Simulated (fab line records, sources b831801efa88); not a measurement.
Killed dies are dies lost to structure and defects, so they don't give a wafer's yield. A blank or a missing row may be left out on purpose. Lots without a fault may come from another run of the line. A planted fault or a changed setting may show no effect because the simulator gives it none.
A struck lot beside a sound one | flow sfq_line | 14 steps out of a route of 325
Sound: wafers L444.1, L444.4, L444.5. Struck: wafer L460.3. (L460.1, L460.4 of the same lot were not struck and are left out.) The cause comes at the end.
At each step with rows: each side's tool, then ch and its chambers, then its first start. Under that, the readings that differ: sound wafers | struck wafers | difference of the means | sigmas: that difference in standard deviations of wafers without a fault.
alike: readings whose means differ by less than 2 such deviations, and words and numbers that are the same on both sides. not compared: withheld readings, readings that some wafer has no value for, bounds like >300 that may hide the same value, and numbers for which the record gives no deviation and whose values overlap.
The two part at a step that has a row with sigmas, a row that says differs or no value, or rows on one side only. Numbers that don't overlap but have no deviation are shown without sigmas and don't part them. A reading that every wafer of one side lacks parts them only if that side has two wafers or more.

first, 6 steps without rows for these wafers: SFQ_TRILAYER_I3_VIA_LITHO_COAT_090 (resist thk 62 nm); SFQ_TRILAYER_I3_VIA_LITHO_COAT_085 (resist thk 661.6 nm); SFQ_TRILAYER_I3_VIA_LITHO_SOFTBAKE_089; SFQ_TRILAYER_I3_VIA_LITHO_EXPOSE_086 (exposes mask I3, target cd 500 nm); SFQ_TRILAYER_I3_VIA_LITHO_PEB_088 (peb time 60 s); SFQ_TRILAYER_I3_VIA_LITHO_DEVELOP_087 (time 60 s).
SFQ_I3_OVL_MEAS_923:
  sound on overlay-02, day 48 06:33; struck on overlay-02, day 60 19:58
  alike: I3_OVL
SFQ_TRILAYER_I3_VIA_BARC_OPEN_VIA_ETCH_121: etches BARC in O2, target depth 125 nm, time 41.7 s.
  sound on rie_diel-02 ch 0,1, day 48 06:35; struck on rie_diel-02 ch 3, day 60 20:01
  alike: bias_w, drypump_motor_current_A, oes_product_au
  not compared: rf_hours_counter_h
SFQ_TRILAYER_I3_VIA_ETCH_VIA_ETCH_088: etches SiO2 in CHF3, stops on Nb, target depth 260 nm.
  sound on rie_diel-02 ch 0,1, day 48 06:38; struck on rie_diel-02 ch 3, day 60 20:03
  reading               | sound             | struck | difference | sigmas
  oes_product_au (a.u.) | 0.854 0.857 0.854 | 0.843  | -0.012     | -2
  alike: bias_w, drypump_motor_current_A
SFQ_TRILAYER_I3_VIA_STRIP_STRIP_089: strips in O2.
  sound on rie_metal-03 ch 0, day 48 06:44; struck on rie_metal-01 ch 0, day 60 20:10
  alike: drypump_motor_current_A, oes_product_au
  not compared: rf_hours_counter_h
then, 2 steps without rows for these wafers: SFQ_TRILAYER_I3_VIA_STRIP_SOLV_CLEAN_090 (cleans in NMP, time 600 s); SFQ_TRILAYER_M4_DEP_PRE_CLEAN_092 (time 22.5 s).
SFQ_TRILAYER_M4_DEP_SPUTTER_091: material Nb, target thk 200 nm, time 133.3 s.
  sound on pvd_sputter-06, day 48 08:09; struck on pvd_sputter-06, day 60 20:58
  reading                  | sound                   | struck  | difference | sigmas
  chamber_pressure_pa (Pa) | 0.13323 0.13366 0.13341 | 0.10224 | -0.03119   | -99 or more
  throttle_valve_pct (%)   | 31.5 28.6 28.9          | 32.0    | +2.3       | +2
SFQ_M4_RS_MEAS_924: measures by four-point-probe.
  sound on film_metro-02, day 48 08:14; struck on film_metro-04, day 60 21:03
  reading           | sound             | struck | difference | sigmas
  M4_NB_RS (ohm/sq) | 0.886 0.894 0.889 | 0.872  | -0.018     | -2

WHERE THEY PART
First at SFQ_TRILAYER_I3_VIA_ETCH_VIA_ETCH_088; last, within this record, at SFQ_M4_RS_MEAS_924.

WHY: what the simulator had put in
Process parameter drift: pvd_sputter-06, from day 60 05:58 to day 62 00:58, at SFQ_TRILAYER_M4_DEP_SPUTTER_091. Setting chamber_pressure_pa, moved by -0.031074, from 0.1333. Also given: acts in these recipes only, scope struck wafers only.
